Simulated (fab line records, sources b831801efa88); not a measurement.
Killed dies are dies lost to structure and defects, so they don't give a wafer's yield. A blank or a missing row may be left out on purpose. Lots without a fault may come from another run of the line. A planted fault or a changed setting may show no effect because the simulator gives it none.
One fault seen from 2 desks | flow sky130 | each desk has only its own numbers; what lay behind them comes last

THE TOOL OWNER'S DESK: pvd_sputter-03
The tool's own readings at SKY_METAL4_SPUTTER_01 (material TiN, target thk 20 nm, time 16.7 s): means of the sampled wafers that have a number, for each lot that ran on this tool. A lot is out of limits, marked OUT, if its mean lies more than 4 standard deviations from the usual mean; the brackets give that distance.
Columns: A = throttle_valve_pct at SKY_METAL4_SPUTTER_01, usual 29.9 %
lot  | first seen here | A
L347 | day 40 16:36    | 30.0
L364 | day 45 10:22    | 29.5
L365 | day 45 14:14    | 30.2
This desk's finding: nothing out of limits on any of the 3 lots.

THE METROLOGY DESK
What the gauges read, lot by lot, whatever tool the lot ran on: means of the sampled wafers that have a number. A lot is out of limits, marked OUT, if its mean lies more than 4 standard deviations from the usual mean; the brackets give that distance.
Columns: A = VIA3_W_RS at SKY_VIA3_RS_MEAS_22, usual 0.294 ohm/sq; B = VIA3_W_THK at SKY_VIA3_THK_MEAS_23, usual 391 nm
lot  | first seen here | A     | B
L347 | day 40 16:08    | 0.289 | 405
L351 | day 41 17:01    | 0.295 | 391
L364 | day 45 09:55    | 0.295 | 391
L365 | day 45 13:44    | 0.291 | 397
L366 | day 45 22:05    | 0.290 | 398
L367 | day 46 00:48    | 0.296 | 385
This desk's finding: nothing out of limits on any of the 6 lots.

PUT TOGETHER
The tool owner's desk saw nothing out of limits.
The metrology desk saw nothing out of limits.

WHAT THE SIMULATOR HAD PUT IN
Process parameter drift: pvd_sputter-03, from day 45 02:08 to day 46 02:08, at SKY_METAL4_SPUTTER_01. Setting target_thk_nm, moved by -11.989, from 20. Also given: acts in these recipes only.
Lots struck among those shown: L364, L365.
